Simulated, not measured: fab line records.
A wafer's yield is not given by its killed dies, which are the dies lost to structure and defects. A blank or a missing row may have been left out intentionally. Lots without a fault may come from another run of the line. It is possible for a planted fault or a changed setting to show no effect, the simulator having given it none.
A struck lot beside a sound one | flow sky130 | 16 out of 708 route steps
Sound: wafers L796.4, L796.5, L796.6. Struck: wafers L792.3, L792.4, L792.6. The cause comes at the end.
Each step with rows lists, per side, the tool, then ch with its chambers, then its first start. Under that, the readings that differ: sound wafers | struck wafers | difference of the means | sigmas: that difference in standard deviations of wafers without a fault.
alike: readings whose means differ by less than 2 such deviations, and words and numbers that are the same on both sides. not compared: withheld readings, readings that some wafer has no value for, bounds like >300 that may hide the same value, and numbers for which the record gives no deviation and whose values overlap.
A row with sigmas, a row that says differs or no value, or rows on one side alone: a step with any of these is where the two part. Numbers that have no deviation but don't overlap get no sigmas and don't part them. A reading that every wafer of one side lacks parts them only if that side has two wafers or more.

SKY_FIELD_ISO_THK_MEAS_04:
  sound on film metro-01 at day 4 07:26; struck on film metro-04 at day 3 10:30
  alike: FIELD_ISO_CVD_03_THK
then, 8 steps without rows for these wafers: SKY_FIELD_ISO_DEHYDRATE_05 (time 60 s); SKY_FIELD_ISO_HMDS_06 (prime time 60 s); SKY_FIELD_ISO_COAT_07 (resist thk 60 nm); SKY_FIELD_ISO_COAT_08 (resist thk 450 nm); SKY_FIELD_ISO_SOFTBAKE_09 (time 90 s); SKY_FIELD_ISO_EXPOSE_10 (exposes mask FOM, target cd 150 nm); SKY_FIELD_ISO_PEB_11; SKY_FIELD_ISO_DEVELOP_12 (develop time 60 s).
SKY_FIELD_ISO_CD_MEAS_13: target cd 150 nm.
  sound on cd sem-01 at day 4 23:28; struck on cd sem-01 at day 4 02:49
  reading    | sound             | struck            | difference | sigmas
  cd nm (nm) | 153.4 151.8 151.5 | 150.9 149.5 149.1 | -2.4       | -2
SKY_FIELD_ISO_ETCH_14: etches BARC in N2/H2, stops on SiO2, time 45.9 s, target depth 60 nm.
  sound on rie diel-03 ch 1,2,3, day 4 23:33; struck on rie diel-01 ch 0,1,3, day 4 02:54
  alike: drypump motor current A, oes product au, throttle valve pct
  not compared: rf hours counter h
SKY_FIELD_ISO_ETCH_15: etches the open film in CHF3/O2, stops on Si, target depth 180 nm, time 72 s.
  sound on rie diel-03 ch 1,2,3, day 4 23:36; struck on rie diel-01 ch 0,1,3, day 4 02:56
  alike: O2_flow_sccm, chf3 flow sccm, drypump motor current A, oes product au, throttle valve pct
  not compared: rf hours counter h
SKY_FIELD_ISO_STRIP_16: strips in O2/N2.
  sound on plasma asher-01 ch 0,1, day 4 23:40; struck on plasma asher-04 ch 0,1, day 4 03:02
  no value came back on the struck wafers for chamber pressure mTorr (mTorr), drypump motor current A (A), oes product au (a.u.), strip time to endpoint s (s); on the sound wafers chamber pressure mTorr (mTorr) reads 1501.4 1501.5 1500.8
  reading                                          | sound | struck            | difference | sigmas
  model.KrF-thick_of_FIELD_ISO_COAT_08.thk nm (nm) | 0 0 0 | 238.4 229.1 233.3 | +233.6     |
  not compared: rf hours counter h
SKY_FIELD_ISO_ETCH_17: etches Si in HBr/Cl2/O2, target depth 342 nm, time 97.7 s.
  sound on rie si-01 ch 0,1,2, day 4 23:44; struck on rie si-01 ch 0,1,2, day 4 03:06
  reading                                          | sound | struck          | difference | sigmas
  model.KrF-thick_of_FIELD_ISO_COAT_08.thk nm (nm) | 0 0 0 | 122.7 108 119.4 | +116.7     |
  alike: O2_flow_sccm, drypump motor current A, mfc cl2 sccm, oes product au, throttle valve pct
  not compared: rf hours counter h
then, 1 step without rows for these wafers: SKY_FIELD_ISO_WET_ETCH_18 (etches Si3N4 in H3PO4, target depth 25 nm, time 286 s).
-- a jump in the record: the struck wafers' starts before and after are 44 days apart (it breaks off in module FIELD_ISO and resumes in module PAD_OPEN, where the first step shown is number 708 of the route) --
SKY_PAD_OPEN_PROBE_99:
  sound on prober-01 at day 49 04:05; struck on prober-02 at day 48 01:37
  reading             | sound    | struck      | difference | sigmas
  killed at front end | 12 13 16 | 417 420 411 | +402       | +99 or more
  killed dies         | 94 92 81 | 492 492 492 | +403       | +44
  killed on rim       | 15 16 17 | 96 96 96    | +80        | +22
  alike: killed_at_M0_to_M3, killed_at_M4_up, killed at contacts, killed at other, killed open, killed short

## WHERE THEY PART
First at SKY_FIELD_ISO_CD_MEAS_13; last, within this record, at SKY_PAD_OPEN_PROBE_99.

WHY: whatever the simulator had introduced
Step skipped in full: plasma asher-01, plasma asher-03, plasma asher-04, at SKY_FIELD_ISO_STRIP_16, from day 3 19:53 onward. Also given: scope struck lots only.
